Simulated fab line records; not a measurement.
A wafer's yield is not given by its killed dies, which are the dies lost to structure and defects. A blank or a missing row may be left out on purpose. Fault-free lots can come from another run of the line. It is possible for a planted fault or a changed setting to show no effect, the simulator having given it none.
fab line records ; flow gf180mcu ; part 1 of 2: steps 1 to 28 of 39
[record] lots = 5; wafers = 15; lastDay = 33
route steps=602 shown STI@8 DNWELL@32 NWELL@42
lots that met no fault: from a run of the same line without faults
startH: hours from the record's opening day to when the first of the lot's shown wafers began ; waitH: hours since the lot's step before ; " same as the row above ; L1.1+2: a single row standing in for several wafers ; - no value, or no start was given ; * or withheld: withheld ; < > ~ a bound
route shown NAME@n: a module of which the file shows steps, and the number in the route of the first ; usual: average and standard deviation across the fault-free wafers ; same: alike in all rows ; chamber/n: place in a boat ; sites: each site's reading ; _std_site: how widely they spread, as a standard deviation ; _edge_site: the outer-site mean with the inner-site mean subtracted ; radiusMm: how far each site lies from the wafer's centre ; mask NAME#n: copy n ; behind: the most recent tool/chamber to have shaped the wafer ; hold: why the lot was held/for how many hours/how that ended ; device: transistor that didn't switch, given as n, p or np ; end of line: at the end of the route, the tests of the same wafers ; for a step that has no rows: nothing shown but its recipe ; killed: dies lost to structure and defects at the first sort, not the wafer's yield ; map: dies across one wafer; x = killed, . = not, _ = none there
set.NAME: the setting that was run; set.NAME@STEP: the one run at that earlier step ; model.NAME: the simulator's own value behind a step, which no gauge read
a table for each step, a row for each wafer; lots at some steps of the route
services: when a tool's chamber went out of use (startH, in hours from the record's first day, below 0 if earlier), for how many hours, and the reason
[[steps]]
[step GF_STI_COAT_07]
[recipe] resist = KrF; spinRpm = withheld; resistThkNm = 700
[usual] chillPlateTempC = 22.98/0.099
lot.wafer;tool;chamber;startH;waitH;chillPlateTempC
L079.1;lithoTrack-01;0;46.71;0.1;22.86
L079.2;lithoTrack-01;0;46.71;0.1;23.00
L079.5;lithoTrack-01;0;46.71;0.1;22.89
L084.2;lithoTrack-03;0;70.67;0.1;23.05
L084.4;lithoTrack-03;0;70.67;0.1;23.10
L084.6;lithoTrack-03;0;70.67;0.1;23.07
L085.1;lithoTrack-03;0;75.64;0.1;23.13
L085.2;lithoTrack-03;0;75.64;0.1;23.06
L085.5;lithoTrack-03;0;75.64;0.1;23.09
L087.3;lithoTrack-01;0;85.91;0.1;22.99
L087.4;lithoTrack-01;0;85.91;0.1;22.98
L087.6;lithoTrack-01;0;85.91;0.1;22.84
L091.2;lithoTrack-02;0;105.31;0.1;23.09
L091.4;lithoTrack-02;0;105.31;0.1;23.21
L091.6;lithoTrack-02;0;105.31;0.1;23.07
[step GF_STI_SOFTBAKE_08]
[recipe] tempC = 130; timeS = 60; resist = KrF
[usual] chillPlateTempC = 22.98/0.1
lot.wafer;tool;chamber;startH;waitH;chillPlateTempC
L079.1;lithoTrack-01;0;46.86;0.1;23.05
L079.2;lithoTrack-01;0;46.86;0.1;23.12
L079.5;lithoTrack-01;0;46.86;0.1;23.01
L084.2;lithoTrack-03;0;70.82;0.1;22.98
L084.4;lithoTrack-03;0;70.82;0.1;22.85
L084.6;lithoTrack-03;0;70.82;0.1;22.93
L085.1;lithoTrack-03;0;75.79;0.1;23.11
L085.2;lithoTrack-03;0;75.79;0.1;23.01
L085.5;lithoTrack-03;0;75.79;0.1;23.11
L087.3;lithoTrack-01;0;86.06;0.1;23.16
L087.4;lithoTrack-01;0;86.06;0.1;23.09
L087.6;lithoTrack-01;0;86.06;0.1;22.86
L091.2;lithoTrack-02;0;105.46;0.1;23.13
L091.4;lithoTrack-02;0;105.46;0.1;22.91
L091.6;lithoTrack-02;0;105.46;0.1;23.05
[step GF_STI_EXPOSE_09]
[recipe] maskId = COMP; targetCdNm = 220; na = 0.68; sourceShape = conventional; sigmaOuter = 0.6; doseMj = 28
lot.wafer;tool;chamber;startH;waitH;mask
L079.1+2+5;krfScanner-02;0;-;-;COMP#0
L084.2+4+6;krfScanner-01;0;-;-;COMP#0
L085.1+2+5;krfScanner-02;0;-;-;COMP#0
L087.3+4+6;krfScanner-02;0;-;-;COMP#0
L091.2+4+6;krfScanner-01;0;-;-;COMP#0
[step GF_STI_PEB_10]
[recipe] pebTempC = 135; pebTimeS = 90; resist = KrF
[usual] chillPlateTempC = 22.99/0.11
lot.wafer;tool;chamber;startH;waitH;chillPlateTempC
L079.1;lithoTrack-03;0;-;-;22.89
L079.2;lithoTrack-03;0;-;-;22.88
L079.5;lithoTrack-03;0;-;-;22.91
L084.2;lithoTrack-03;0;-;-;22.84
L084.4;lithoTrack-03;0;-;-;22.99
L084.6;lithoTrack-03;0;-;-;23.02
L085.1;lithoTrack-01;0;-;-;23.09
L085.2;lithoTrack-01;0;-;-;23.03
L085.5;lithoTrack-01;0;-;-;23.08
L087.3;lithoTrack-01;0;-;-;22.93
L087.4;lithoTrack-01;0;-;-;23.04
L087.6;lithoTrack-01;0;-;-;22.98
L091.2;lithoTrack-01;0;-;-;23.12
L091.4;lithoTrack-01;0;-;-;22.93
L091.6;lithoTrack-01;0;-;-;23.04
[step GF_STI_DEVELOP_11]
[recipe] developTimeS = 60; devTempC = 21
[usual] chillPlateTempC = 22.99/0.11
[same] developTimeS = 60
lot.wafer;tool;chamber;startH;waitH;chillPlateTempC
L079.1;lithoTrack-03;0;53.24;0.2;23.04
L079.2;lithoTrack-03;0;53.24;0.2;23.16
L079.5;lithoTrack-03;0;53.24;0.2;23.08
L084.2;lithoTrack-03;0;77.42;0.2;22.98
L084.4;lithoTrack-03;0;77.42;0.2;22.97
L084.6;lithoTrack-03;0;77.42;0.2;23.05
L085.1;lithoTrack-01;0;82.06;0.2;23.15
L085.2;lithoTrack-01;0;82.06;0.2;23.05
L085.5;lithoTrack-01;0;82.06;0.2;23.11
L087.3;lithoTrack-01;0;92.86;0.1;22.91
L087.4;lithoTrack-01;0;92.86;0.1;22.96
L087.6;lithoTrack-01;0;92.86;0.1;22.92
L091.2;lithoTrack-01;0;112.49;0.2;22.97
L091.4;lithoTrack-01;0;112.49;0.2;22.92
L091.6;lithoTrack-01;0;112.49;0.2;22.93
[step GF_STI_CD_MEAS_12]
[recipe] targetCdNm = 220
[usual] cdNm = 220.3/1.2
lot.wafer;tool;chamber;startH;waitH;cdNm
L079.1;cdSem-02;-;53.39;0.1;221.1
L079.2;cdSem-02;-;53.39;0.1;220.9
L079.5;cdSem-02;-;53.39;0.1;221.8
L084.2;cdSem-01;-;77.56;0.1;220.9
L084.4;cdSem-01;-;77.56;0.1;219.2
L084.6;cdSem-01;-;77.56;0.1;219.6
L085.1;cdSem-02;-;82.21;0.1;221.3
L085.2;cdSem-02;-;82.21;0.1;220.0
L085.5;cdSem-02;-;82.21;0.1;219.9
L087.3;cdSem-02;-;93.00;0.1;219.9
L087.4;cdSem-02;-;93.00;0.1;220.2
L087.6;cdSem-02;-;93.00;0.1;220.1
L091.2;cdSem-01;-;112.63;0.1;220.4
L091.4;cdSem-01;-;112.63;0.1;219.9
L091.6;cdSem-01;-;112.63;0.1;220.0
[step GF_STI_ETCH_13]
[recipe] chemistry = CHF3/O2; stopOn = Si; overEtchFrac = 0.3; targetDepthA = 2823.1; sourceW = 600; biasW = 200; pressureMtorr = 40; chf3FlowSccm = 50; O2_flow_sccm = 5; timeS = 112.9
[usual] drypumpMotorCurrentA = 5.8/0.42; oesProductAu = 0.833/0.0055; rfFwdPowerW = 597.2/1.7; throttleValvePct = 8.811/0.0091
lot.wafer;tool;chamber;startH;waitH;drypumpMotorCurrentA;oesProductAu;rfFwdPowerW;rfHoursCounterH;throttleValvePct
L079.1;rieDiel-04;0;53.51;0.1;4.8;0.832;599.3;17;8.810
L079.2;rieDiel-04;2;53.51;0.1;5.8;0.824;594.8;93;8.808
L079.5;rieDiel-04;0;53.51;0.1;4.8;0.833;598.0;-;8.802
L084.2;rieDiel-03;2;77.66;0.1;6.3;0.831;598.6;62;8.814
L084.4;rieDiel-03;3;77.66;0.1;5.7;0.833;596.3;89;8.793
L084.6;rieDiel-03;0;77.66;0.1;5.7;0.839;598.7;-;8.811
L085.1;rieDiel-02;1;82.33;0.1;6.7;0.843;600.1;59;8.816
L085.2;rieDiel-02;0;82.33;0.1;6.0;0.838;601.7;104;8.814
L085.5;rieDiel-02;3;82.33;0.1;5.7;0.838;597.1;-;8.806
L087.3;rieDiel-02;1;93.08;0.1;6.7;0.828;599.8;60;8.804
L087.4;rieDiel-02;3;93.08;0.1;5.7;0.830;598.9;-;8.796
L087.6;rieDiel-02;1;93.08;0.1;6.7;0.830;599.9;-;8.815
L091.2;rieDiel-03;0;112.73;0.1;5.7;0.837;597.5;74;8.813
L091.4;rieDiel-03;3;112.73;0.1;5.7;0.837;596.9;89;8.822
L091.6;rieDiel-03;0;112.73;0.1;5.7;0.830;599.3;-;8.819
[step GF_STI_ETCH_14]
[recipe] target = Si; chemistry = HBr/Cl2/O2; targetDepthNm = 360; icpW = 600; biasW = 150; pressureMtorr = 15; HBr_flow_sccm = 150; Cl2_flow_sccm = 40; O2_flow_sccm = 6; timeS = 102.9
[usual] drypumpMotorCurrentA = 5.7/0.42; oesProductAu = 1.007/0.011; rfFwdPowerW = 597.0/1.9; throttleValvePct = 25.653/0.013
lot.wafer;tool;chamber;startH;waitH;drypumpMotorCurrentA;oesProductAu;rfFwdPowerW;rfHoursCounterH;throttleValvePct
L079.1;rieSi-01;1;53.59;0.0;5.9;1.016;595.7;122;25.655
L079.2;rieSi-01;2;53.59;0.0;4.9;1.022;595.9;43;25.655
L079.5;rieSi-01;2;53.59;0.0;4.9;1.021;594.5;-;25.636
L084.2;rieSi-01;1;77.74;0.0;5.9;1.014;598.3;123;25.648
L084.4;rieSi-01;1;77.74;0.0;5.9;1.005;596.1;-;25.653
L084.6;rieSi-01;3;77.74;0.0;5.5;1.002;595.8;-;25.654
L085.1;rieSi-01;3;82.41;0.0;5.6;1.011;597.5;79;25.647
L085.2;rieSi-01;2;82.41;0.0;4.9;1.012;595.2;43;25.640
L085.5;rieSi-01;2;82.41;0.0;4.9;1.019;597.2;-;25.637
L087.3;rieSi-01;2;93.16;0.0;4.9;1.026;597.3;44;25.653
L087.4;rieSi-01;0;93.16;0.0;5.9;0.982;597.3;0;25.660
L087.6;rieSi-01;0;93.16;0.0;5.9;1.002;595.8;-;25.655
L091.2;rieSi-02;3;112.81;0.0;5.8;0.996;595.7;3;25.667
L091.4;rieSi-02;0;112.81;0.0;6.1;1.024;599.7;79;25.637
L091.6;rieSi-02;3;112.81;0.0;5.8;0.981;597.5;-;25.659
[step GF_STI_STRIP_15]
[recipe] chemistry = O2/N2; powerW = 1400; pressureMtorr = 1500; platenTempC = 250; o2FlowSccm = 3000; n2FlowSccm = 300; overashFraction = 0.5
[usual] drypumpMotorCurrentA = 5.45/0.29; heaterPowerW = 317/16; n2FlowSccm = 300.1/1; oesProductAu = 0.382/0.0052; stripTimeToEndpointS = 3.69/0.059
lot.wafer;tool;chamber;startH;waitH;drypumpMotorCurrentA;heaterPowerW;n2FlowSccm;oesProductAu;rfHoursCounterH;stripTimeToEndpointS
L079.1;plasmaAsher-02;1;53.67;0.0;5.28;306;300.8;0.381;38;3.63
L079.2;plasmaAsher-02;0;53.67;0.0;5.58;328;299.2;0.371;38;3.64
L079.5;plasmaAsher-02;1;53.67;0.0;5.28;308;299.1;0.375;-;3.63
L084.2;plasmaAsher-02;1;77.82;0.0;5.28;310;300.3;0.387;41;3.66
L084.4;plasmaAsher-02;1;77.82;0.0;5.29;307;300.1;0.375;-;3.57
L084.6;plasmaAsher-02;0;77.82;0.0;5.56;329;300.4;0.384;-;3.59
L085.1;plasmaAsher-02;1;82.49;0.0;5.25;311;299.6;0.376;42;3.70
L085.2;plasmaAsher-02;0;82.49;0.0;5.57;333;300.4;0.379;42;3.66
L085.5;plasmaAsher-02;0;82.49;0.0;5.55;323;299.9;0.379;-;3.63
L087.3;plasmaAsher-02;1;93.27;0.1;5.27;309;300.5;0.384;-;3.72
L087.4;plasmaAsher-02;0;93.27;0.1;5.57;338;298.7;0.382;-;3.70
L087.6;plasmaAsher-02;1;93.27;0.1;5.24;314;301.1;0.382;-;3.75
L091.2;plasmaAsher-02;1;112.89;0.0;5.25;308;300.6;0.389;45;3.65
L091.4;plasmaAsher-02;1;112.89;0.0;5.26;317;300.6;0.376;-;3.62
L091.6;plasmaAsher-02;0;112.89;0.0;5.55;341;301.3;0.389;-;3.67
[step GF_STI_CLEAN_16]
[recipe] chemistry = dHF; timeS = 25; dilution = 100:1
lot.wafer;tool;chamber;startH;waitH
L079.1+2+5;wetBench-03;0;53.77;0.1
L084.2+4+6;wetBench-02;1;77.92;0.1
L085.1+2+5;wetBench-03;2;82.59;0.1
L087.3+4+6;wetBench-03;1;93.34;0.0
L091.2+4+6;wetBench-02;0;112.99;0.1
[step GF_STI_WET_ETCH_17]
[recipe] chemistry = H3PO4; targetDepthNm = 45; tempC = 160; target = Si3N4; timeS = 514
lot.wafer;tool;chamber;startH;waitH
L079.1+2+5;wetBench-04;1;53.78;0.0
L084.2+4+6;wetBench-02;2;77.93;0.0
L085.1+2+5;wetBench-04;1;82.60;0.0
L087.3+4+6;wetBench-02;0;93.35;0.0
L091.2+4+6;wetBench-04;3;113.00;0.0
[step GF_STI_CLEAN_18]
[recipe] chemistry = SC1/SC2; mix = 1:4:20; tempC = 70; timeS = 150
lot.wafer;tool;chamber;startH;waitH
L079.1+2+5;wetBench-03;0;53.93;0.0
L084.2+4+6;wetBench-03;2;78.08;0.0
L085.1+2+5;wetBench-02;2;82.75;0.0
L087.3+4+6;wetBench-04;3;93.53;0.0
L091.2+4+6;wetBench-03;2;113.15;0.0
[step GF_STI_CLEAN_19]
[recipe] chemistry = dHF; timeS = 20; dilution = 100:1
lot.wafer;tool;chamber;startH;waitH
L079.1+2+5;wetBench-02;0;53.98;0.0
L084.2+4+6;wetBench-02;1;78.13;0.0
L085.1+2+5;wetBench-03;2;82.81;0.0
L087.3+4+6;wetBench-03;0;93.58;0.0
L091.2+4+6;wetBench-02;0;113.20;0.0
[step GF_STI_WET_ETCH_20]
[recipe] chemistry = dHF; dilution = 100:1; targetDepthNm = 20; tempC = 25; dry = ipaMarangoni; target = SiO2; timeS = 400
lot.wafer;tool;chamber;startH;waitH
L079.1+2+5;wetBench-04;0;54.00;0.0
L084.2+4+6;wetBench-03;2;78.15;0.0
L085.1+2+5;wetBench-04;2;82.82;0.0
L087.3+4+6;wetBench-02;0;93.60;0.0
L091.2+4+6;wetBench-04;3;113.22;0.0
[step GF_STI_OXIDATION_21]
[recipe] tempC = 1000; ambient = O2; stabiliseS = 600; purgeS = 300; targetThkA = 150; oxTimeS = 458
lot.wafer;tool;chamber;startH;waitH
L079.1+2+5;furnace-01;0;56.45;2.3
L084.2+4+6;furnace-01;0;78.44;0.2
L085.1+2+5;furnace-01;0;84.01;1.1
L087.3+4+6;furnace-02;0;93.81;0.1
L091.2+4+6;furnace-01;0;113.34;0.0
[step GF_STI_THK_MEAS_22]
[recipe] reads = SiO2_of_STI_OXIDATION_21
[usual] STI_OXIDATION_01_THK = 15.15/0.28
lot.wafer;tool;chamber;startH;waitH;STI_OXIDATION_01_THK[nm]
L079.1;filmMetro-02;-;57.58;0.0;15.07
L079.2;filmMetro-02;-;57.58;0.0;15.26
L079.5;filmMetro-02;-;57.58;0.0;14.82
L084.2;filmMetro-03;-;79.58;0.0;15.61
L084.4;filmMetro-03;-;79.58;0.0;15.45
L084.6;filmMetro-03;-;79.58;0.0;15.35
L085.1;filmMetro-03;-;85.14;0.0;15.24
L085.2;filmMetro-03;-;85.14;0.0;15.38
L085.5;filmMetro-03;-;85.14;0.0;15.24
L087.3;filmMetro-02;-;94.96;0.0;14.67
L087.4;filmMetro-02;-;94.96;0.0;15.03
L087.6;filmMetro-02;-;94.96;0.0;14.92
L091.2;filmMetro-03;-;114.47;0.0;14.93
L091.4;filmMetro-03;-;114.47;0.0;14.83
L091.6;filmMetro-03;-;114.47;0.0;14.95
[step GF_STI_CVD_23]
[recipe] material = SiO2; targetThkNm = 650; sigmaOpenFrac = 0.3; timeS = 108.3; tempC = 600; sih4FlowSccm = 60; pressureMtorr = 6
[usual] susceptorTempC = 600.1/0.31
lot.wafer;tool;chamber;startH;waitH;susceptorTempC
L079.1;hdpcvd-02;2;57.64;0.1;599.8
L079.2;hdpcvd-02;1;57.64;0.1;599.5
L079.5;hdpcvd-02;0;57.64;0.1;599.6
L084.2;hdpcvd-01;0;79.63;0.0;599.9
L084.4;hdpcvd-01;2;79.63;0.0;599.5
L084.6;hdpcvd-01;1;79.63;0.0;600.0
L085.1;hdpcvd-02;2;85.20;0.1;600.3
L085.2;hdpcvd-02;1;85.20;0.1;600.1
L085.5;hdpcvd-02;1;85.20;0.1;600.3
L087.3;hdpcvd-01;0;95.00;0.0;600.2
L087.4;hdpcvd-01;1;95.00;0.0;600.1
L087.6;hdpcvd-01;0;95.00;0.0;600.2
L091.2;hdpcvd-01;2;114.52;0.0;600.1
L091.4;hdpcvd-01;0;114.52;0.0;600.8
L091.6;hdpcvd-01;1;114.52;0.0;599.9
[step GF_STI_THK_MEAS_24]
[recipe] reads = SiO2_of_STI_CVD_23
[usual] STI_CVD_23_THK = 655/8
lot.wafer;tool;chamber;startH;waitH;STI_CVD_23_THK[nm]
L079.1;filmMetro-03;-;57.72;0.0;668
L079.2;filmMetro-03;-;57.72;0.0;666
L079.5;filmMetro-03;-;57.72;0.0;667
L084.2;filmMetro-02;-;79.71;0.0;660
L084.4;filmMetro-02;-;79.71;0.0;651
L084.6;filmMetro-02;-;79.71;0.0;652
L085.1;filmMetro-02;-;85.28;0.0;661
L085.2;filmMetro-02;-;85.28;0.0;660
L085.5;filmMetro-02;-;85.28;0.0;662
L087.3;filmMetro-01;-;95.10;0.1;664
L087.4;filmMetro-01;-;95.10;0.1;658
L087.6;filmMetro-01;-;95.10;0.1;661
L091.2;filmMetro-02;-;114.61;0.0;645
L091.4;filmMetro-02;-;114.61;0.0;661
L091.6;filmMetro-02;-;114.61;0.0;643
[step GF_STI_CMP_25]
[recipe] stopOn = Si3N4; tOverpolishS = 33; downForcePsi = 4; platenRpm = 60; targetThkNm = 524.6; padVelocityMS = 0.94248
[usual] motorCurrentA = 12.0/0.67; overpolishRunS = 33.000/0.0092; timeToEndpointS = 123/8
lot.wafer;tool;chamber;startH;waitH;motorCurrentA;overpolishRunS;timeToEndpointS
L079.1;cmp-02;3;57.78;0.1;11.5;32.984;144
L079.2;cmp-02;2;57.78;0.1;11.6;32.989;143
L079.5;cmp-02;3;57.78;0.1;11.7;32.997;140
L084.4;cmp-02;3;80.30;0.6;11.5;32.988;129
L084.2;cmp-02;1;80.30;0.6;12.1;33.012;133
L084.6;cmp-02;3;80.30;0.6;11.5;33.008;132
L085.2;cmp-01;3;85.39;0.1;12.2;32.997;123
L085.1;cmp-01;0;85.39;0.1;12.8;33.002;119
L085.5;cmp-01;3;85.39;0.1;11.9;33.001;120
L087.3;cmp-01;0;95.14;0.0;13.4;33.005;122
L087.4;cmp-01;2;95.14;0.0;12.7;33.001;126
L087.6;cmp-01;1;95.14;0.0;11.4;33.012;118
L091.4;cmp-02;2;114.71;0.1;11.7;33.006;137
L091.2;cmp-02;3;114.71;0.1;11.4;32.987;129
L091.6;cmp-02;2;114.71;0.1;11.4;32.992;136
[step GF_STI_WET_ETCH_26]
[recipe] chemistry = dHF; targetDepthNm = 94; target = SiO2; tempC = 25; dilution = 10:1; timeS = 188
lot.wafer;tool;chamber;startH;waitH
L079.1+2+5;wetBench-04;1;58.08;0.2
L084.2+4+6;wetBench-03;3;80.60;0.1
L085.1+2+5;wetBench-02;2;85.64;0.1
L087.3+4+6;wetBench-04;1;95.44;0.2
L091.2+4+6;wetBench-04;3;114.96;0.1
[step GF_STI_WET_ETCH_27]
[recipe] chemistry = H3PO4; targetDepthNm = 160; target = Si3N4; tempC = 160; timeS = 1825
lot.wafer;tool;chamber;startH;waitH
L079.1+2+5;wetBench-03;1;58.14;0.0
L084.2+4+6;wetBench-04;0;80.66;0.0
L085.1+2+5;wetBench-04;2;85.70;0.0
L087.3+4+6;wetBench-02;0;95.50;0.0
L091.2+4+6;wetBench-04;1;115.02;0.0
[step GF_STI_WET_ETCH_28]
[recipe] chemistry = dHF; targetDepthNm = 20; dry = ipaMarangoni; target = SiO2; tempC = 25; dilution = 10:1; timeS = 40
lot.wafer;tool;chamber;startH;waitH
L079.1+2+5;wetBench-02;2;58.66;0.0
L084.2+4+6;wetBench-02;0;81.18;0.0
L085.1+2+5;wetBench-02;3;86.22;0.0
L087.3+4+6;wetBench-03;0;96.11;0.0
L091.2+4+6;wetBench-03;2;115.54;0.0
[step GF_STI_OXIDATION_29]
[recipe] tempC = 900; ambient = O2; stabiliseS = 600; purgeS = 300; targetThkA = 100; oxTimeS = 1418
lot.wafer;tool;chamber;startH;waitH
L079.1+2+5;furnace-01;0;60.47;1.8
L084.2+4+6;furnace-02;0;81.92;0.7
L085.1+2+5;furnace-02;0;86.24;0.0
L087.3+4+6;furnace-02;0;96.13;0.0
L091.2+4+6;furnace-02;0;115.72;0.2
[step GF_STI_THK_MEAS_30]
[recipe] reads = SiO2_of_STI_OXIDATION_29
[usual] STI_OXIDATION_02_THK = 10.07/0.2
lot.wafer;tool;chamber;startH;waitH;STI_OXIDATION_02_THK[nm]
L079.1;filmMetro-01;-;61.87;0.0;9.85
L079.2;filmMetro-01;-;61.87;0.0;9.91
L079.5;filmMetro-01;-;61.87;0.0;9.68
L084.2;filmMetro-03;-;83.32;0.0;10.15
L084.4;filmMetro-03;-;83.32;0.0;10.17
L084.6;filmMetro-03;-;83.32;0.0;10.20
L085.1;filmMetro-01;-;87.63;0.0;10.19
L085.2;filmMetro-01;-;87.63;0.0;10.24
L085.5;filmMetro-01;-;87.63;0.0;10.17
L087.3;filmMetro-02;-;97.54;0.0;9.69
L087.4;filmMetro-02;-;97.54;0.0;9.86
L087.6;filmMetro-02;-;97.54;0.0;9.83
L091.2;filmMetro-03;-;117.12;0.0;10.21
L091.4;filmMetro-03;-;117.12;0.0;10.20
L091.6;filmMetro-03;-;117.12;0.0;10.19
[step GF_DNWELL_DEHYDRATE_00]
[recipe] tempC = 200; timeS = 60
[usual] chillPlateTempC = 23.00/0.11
lot.wafer;tool;chamber;startH;waitH;chillPlateTempC
L079.1;lithoTrack-01;0;67.96;6.1;23.07
L079.2;lithoTrack-01;0;67.96;6.1;23.04
L079.5;lithoTrack-01;0;67.96;6.1;23.07
L084.2;lithoTrack-01;0;89.29;6.0;23.15
L084.4;lithoTrack-01;0;89.29;6.0;23.27
L084.6;lithoTrack-01;0;89.29;6.0;23.05
L085.1;lithoTrack-03;0;94.19;6.5;23.00
L085.2;lithoTrack-03;0;94.19;6.5;23.06
L085.5;lithoTrack-03;0;94.19;6.5;22.89
L087.3;lithoTrack-03;0;104.09;6.5;22.91
L087.4;lithoTrack-03;0;104.09;6.5;22.98
L087.6;lithoTrack-03;0;104.09;6.5;22.96
L091.2;lithoTrack-04;0;123.53;6.4;22.91
L091.4;lithoTrack-04;0;123.53;6.4;22.94
L091.6;lithoTrack-04;0;123.53;6.4;22.98
[step GF_DNWELL_HMDS_01]
[recipe] primeTimeS = 60; primeTempC = 120
[usual] chillPlateTempC = 23.00/0.12
lot.wafer;tool;chamber;startH;waitH;chillPlateTempC
L079.1;lithoTrack-01;0;68.11;0.1;23.21
L079.2;lithoTrack-01;0;68.11;0.1;22.99
L079.5;lithoTrack-01;0;68.11;0.1;23.04
L084.2;lithoTrack-01;0;89.44;0.1;22.77
L084.4;lithoTrack-01;0;89.44;0.1;22.84
L084.6;lithoTrack-01;0;89.44;0.1;22.89
L085.1;lithoTrack-03;0;94.34;0.1;22.88
L085.2;lithoTrack-03;0;94.34;0.1;22.98
L085.5;lithoTrack-03;0;94.34;0.1;22.96
L087.3;lithoTrack-03;0;104.24;0.1;23.11
L087.4;lithoTrack-03;0;104.24;0.1;22.95
L087.6;lithoTrack-03;0;104.24;0.1;23.18
L091.2;lithoTrack-04;0;123.68;0.1;22.99
L091.4;lithoTrack-04;0;123.68;0.1;23.05
L091.6;lithoTrack-04;0;123.68;0.1;22.79
[step GF_DNWELL_COAT_02]
[recipe] spinRpm = 2000; resistThkNm = 3000
[usual] chillPlateTempC = 22.97/0.11
lot.wafer;tool;chamber;startH;waitH;chillPlateTempC
L079.1;lithoTrack-01;0;68.26;0.1;22.95
L079.2;lithoTrack-01;0;68.26;0.1;23.12
L079.5;lithoTrack-01;0;68.26;0.1;22.84
L084.2;lithoTrack-01;0;89.59;0.1;22.89
L084.4;lithoTrack-01;0;89.59;0.1;22.86
L084.6;lithoTrack-01;0;89.59;0.1;23.14
L085.1;lithoTrack-03;0;94.49;0.1;22.99
L085.2;lithoTrack-03;0;94.49;0.1;22.77
L085.5;lithoTrack-03;0;94.49;0.1;22.89
L087.3;lithoTrack-03;0;104.39;0.1;23.18
L087.4;lithoTrack-03;0;104.39;0.1;23.07
L087.6;lithoTrack-03;0;104.39;0.1;23.04
L091.2;lithoTrack-04;0;123.83;0.1;22.92
L091.4;lithoTrack-04;0;123.83;0.1;23.09
L091.6;lithoTrack-04;0;123.83;0.1;23.05
[step GF_DNWELL_SOFTBAKE_03]
[recipe] tempC = 110; timeS = withheld
[usual] chillPlateTempC = 23.01/0.11
lot.wafer;tool;chamber;startH;waitH;chillPlateTempC
L079.1;lithoTrack-01;0;68.41;0.1;23.09
L079.2;lithoTrack-01;0;68.41;0.1;22.94
L079.5;lithoTrack-01;0;68.41;0.1;23.02
L084.2;lithoTrack-01;0;89.75;0.1;22.93
L084.4;lithoTrack-01;0;89.75;0.1;23.01
L084.6;lithoTrack-01;0;89.75;0.1;23.03
L085.1;lithoTrack-03;0;94.64;0.1;22.78
L085.2;lithoTrack-03;0;94.64;0.1;22.81
L085.5;lithoTrack-03;0;94.64;0.1;22.95
L087.3;lithoTrack-03;0;104.56;0.1;23.08
L087.4;lithoTrack-03;0;104.56;0.1;23.14
L087.6;lithoTrack-03;0;104.56;0.1;23.11
L091.2;lithoTrack-04;0;123.99;0.1;23.08
L091.4;lithoTrack-04;0;123.99;0.1;22.95
L091.6;lithoTrack-04;0;123.99;0.1;22.85
